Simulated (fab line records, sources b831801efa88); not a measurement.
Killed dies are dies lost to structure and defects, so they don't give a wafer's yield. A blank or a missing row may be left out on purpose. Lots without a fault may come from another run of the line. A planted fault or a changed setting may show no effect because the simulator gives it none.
Chamber matching | flow sky130 | SKY_VIA1_CMP_02 on cmp-01: 4 sister chambers
The step polishes SiO2. 4 wafers are shown with their chamber, then 9 later ones without.

WAFERS WITH THEIR CHAMBER
wafer  | chamber | motor_current_A (A)
L499.5 | 3       | 9.4
L501.2 | 0       | 12.0
L501.3 | 1       | 14.3
L501.5 | 2       | 14.6

WAFERS WITHOUT THEIR CHAMBER
wafer  | motor_current_A (A)
L502.1 | 11.8
L502.2 | 14.1
L502.3 | 14.0
L503.1 | 9.4
L503.2 | 14.2
L503.6 | 14.1
L505.3 | 14.0
L505.5 | 13.8
L505.6 | 11.9

WHICH CHAMBER EACH WENT THROUGH
wafer  | from the rows above     | in truth
L502.1 | 0                       | 0
L502.2 | can't be placed: 1 or 2 | 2
L502.3 | can't be placed: 1 or 2 | 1
L503.1 | 3                       | 3
L503.2 | can't be placed: 1 or 2 | 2
L503.6 | can't be placed: 1 or 2 | 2
L505.3 | can't be placed: 1 or 2 | 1
L505.5 | can't be placed: 1 or 2 | 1
L505.6 | 0                       | 0
Placed correctly: 3 of 9. Can't be placed from these rows: 6 (the true chamber is among the candidates in 6). Placed wrongly: 0.
How it was worked out, from the rows above alone: a wafer's distance from a chamber is the root of the sum, over the readings, of the square of ((its reading less the chamber's mean) divided by the reading's scatter). The wafer belongs to the nearest chamber; if the next one is less than 2 further off, it can't be placed. A chamber's mean is the mean of its shown wafers. The scatter: with one shown wafer a chamber, the root of the mean of the squares of how far each hidden wafer lies from its nearest shown one.
